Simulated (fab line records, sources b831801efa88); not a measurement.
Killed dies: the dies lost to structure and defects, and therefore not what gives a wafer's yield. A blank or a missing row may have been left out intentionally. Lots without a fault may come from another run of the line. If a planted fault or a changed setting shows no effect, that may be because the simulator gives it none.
Which tool did it? :: flow sky130 :: route of 708 steps, sampled at 1 step: 7 lots, 20 wafers

WHAT EACH GAUGE READ, for each wafer
SKY_CONTACT_THK_MEAS_26: measures by xrf.
lot: L918
measured: day 31 14:38
on: film-metro-03
CONTACT_W_THK (nm): 346 345 344

lot: L920
measured: day 32 16:06
on: film-metro-02
CONTACT_W_THK (nm): 341 352 343

lot: L922
measured: day 33 01:31
on: film-metro-03
CONTACT_W_THK (nm): 335 337 337

lot: L924
measured: day 34 00:46
on: film-metro-04
CONTACT_W_THK (nm): 335 344 342

lot: L927
measured: day 35 00:13
on: film-metro-02
CONTACT_W_THK (nm): 360 353 345

lot: L932
measured: day 37 20:57
on: film-metro-03
CONTACT_W_THK (nm): 347 342

lot: L934
measured: day 38 07:34
on: film-metro-02
CONTACT_W_THK (nm): 345 348 348

WHICH TOOL RAN EACH LOT (tool, then ch and the chambers of the sampled wafers, then the start)
Record: no process step prior to these readings.

THE ANSWER, worked out from the rows above alone
Rule: what is usual is taken from the lots themselves. The widest of any qualifying gaps counts: lots, ordered by their means at a reading, are off when they make up no more than a third of the lots, leave a main group of 4 or more, and stand apart from it by 3 or more times the standard deviation of that group's means. A main group is skipped when, at the precision printed for the reading in the tables above, its means are all equal. Also off: a lot with no number at a reading for which 4 or more lots have one. The other lots that the step has rows for count as sound.
Across all readings shown, no lot is off: no conclusion can be drawn from this.

WHAT THE SIMULATOR PUT IN
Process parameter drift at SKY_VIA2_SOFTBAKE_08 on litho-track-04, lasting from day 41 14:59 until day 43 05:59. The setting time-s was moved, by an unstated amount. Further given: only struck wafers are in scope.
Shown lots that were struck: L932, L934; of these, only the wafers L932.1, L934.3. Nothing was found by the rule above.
